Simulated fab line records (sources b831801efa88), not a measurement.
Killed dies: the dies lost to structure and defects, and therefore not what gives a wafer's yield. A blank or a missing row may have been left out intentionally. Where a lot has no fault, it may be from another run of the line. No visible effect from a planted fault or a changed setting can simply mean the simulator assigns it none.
Comparing a struck lot with a sound one	flow sky130	14 steps out of a route of 708
Sound: the wafers L863.2, L863.4, L863.6. Struck: wafers L872.2, L872.4, L872.6. The cause is given at the end.
For every step that has rows: the tool of each side, followed by ch and its chambers, followed by its first start. Under that, the readings that differ: sound wafers	struck wafers	difference of the means	sigmas: that difference in standard deviations of wafers without a fault.
alike: same words and numbers on both sides, and readings whose means sit less than 2 such deviations apart. not compared: any withheld reading, any reading some wafer has no value for, any bound like >300 that may hide the same value, and any number with overlapping values for which the record gives no deviation.
Wherever a step has rows on one side only, a row that says differs or no value, or a row with sigmas, the two part there. Numbers that have no deviation but don't overlap get no sigmas and don't part them. A reading that every wafer of one side lacks parts them only if that side has two wafers or more.

SKY_POLY_GATE_ETCH_15: etches BARC in N2/H2, stops on SiO2, time 118.5 s, target depth 110 nm.
  sound on rie-diel-03 ch 0,3, day 19 02:57; struck on rie-diel-01 ch 0,2,3, day 25 22:43
  alike: drypump-motor-current-A, oes-product-au, rf-fwd-power-W, throttle-valve-pct
  not compared: rf-hours-counter-h
SKY_POLY_GATE_ETCH_16: etches Si3N4 in CH3F/O2, stops on poly-Si, time 147.5 s, target depth 75 nm.
  sound on rie-diel-03 ch 0,3, day 19 03:02; struck on rie-diel-01 ch 0,2,3, day 25 22:48
  alike: drypump-motor-current-A, oes-product-au, rf-fwd-power-W, throttle-valve-pct
  not compared: rf-hours-counter-h
SKY_POLY_GATE_ETCH_17: etches poly-Si in HBr/Cl2, stops on SiO2, target depth 180 nm, time 70.5 s.
  sound on rie-si-02 ch 0,2,3, day 19 03:08; struck on rie-si-01 ch 1,2,3, day 25 22:53
  alike: drypump-motor-current-A, oes-product-au, rf-fwd-power-W, throttle-valve-pct
  not compared: rf-hours-counter-h
SKY_POLY_GATE_STRIP_18: strips in O2/N2.
  sound on plasma-asher-02 ch 0,1, day 19 03:11; struck on plasma-asher-01 ch 0, day 25 22:57
reading	sound	struck	difference	sigmas
drypump-motor-current-A (A)	5.79 5.78 5.78	5.93 5.94 5.93	+0.15	+3
  alike: o2-flow-sccm, oes-product-au, strip-time-to-endpoint-s
  not compared: rf-hours-counter-h
then, 2 steps without rows for these wafers: SKY_POLY_GATE_CLEAN_19 (cleans in SC1/SC2, time 150 s); SKY_POLY_GATE_OXIDATION_20 (stabilise 600 s, purge 300 s, target thk 4 nm).
SKY_POLY_GATE_THK_MEAS_21:
  sound: film-metro-02 at day 19 05:05; struck: film-metro-04 at day 26 00:22
  alike: POLY_GATE_OXIDATION_THK
SKY_POLY_GATE_CD_MEAS_22:
  sound: cd-sem-01 at day 19 05:10; struck: cd-sem-01 at day 26 00:26
  alike: cd-nm
then, 4 steps without rows for these wafers: SKY_LDD_N_DEHYDRATE_00 (time 60 s); SKY_LDD_N_HMDS_01 (prime time 60 s); SKY_LDD_N_COAT_02 (resist thk 300 nm); SKY_LDD_N_SOFTBAKE_03 (time 60 s).
SKY_LDD_N_EXPOSE_04: exposes mask NTM, target cd 840 nm.
  sound on iline-stepper-02 ch 0, day 19 21:31; struck on iline-stepper-01, day 26 16:32
  no value came back on the struck wafers for exposure-dose-mJ-cm2, focus-offset-nm (nm), reticle-temp-C (C), stage-vel-mm-s (mm/s); on the sound wafers exposure-dose-mJ-cm2 reads 110.01 109.99 110.14
  alike: mask
after that, 1 step had no rows for these wafers: SKY_LDD_N_PEB_05.

== WHERE THEY PART ==
At SKY_POLY_GATE_STRIP_18 first; at SKY_LDD_N_EXPOSE_04 last (within this record only).

WHY: what the simulator had put in
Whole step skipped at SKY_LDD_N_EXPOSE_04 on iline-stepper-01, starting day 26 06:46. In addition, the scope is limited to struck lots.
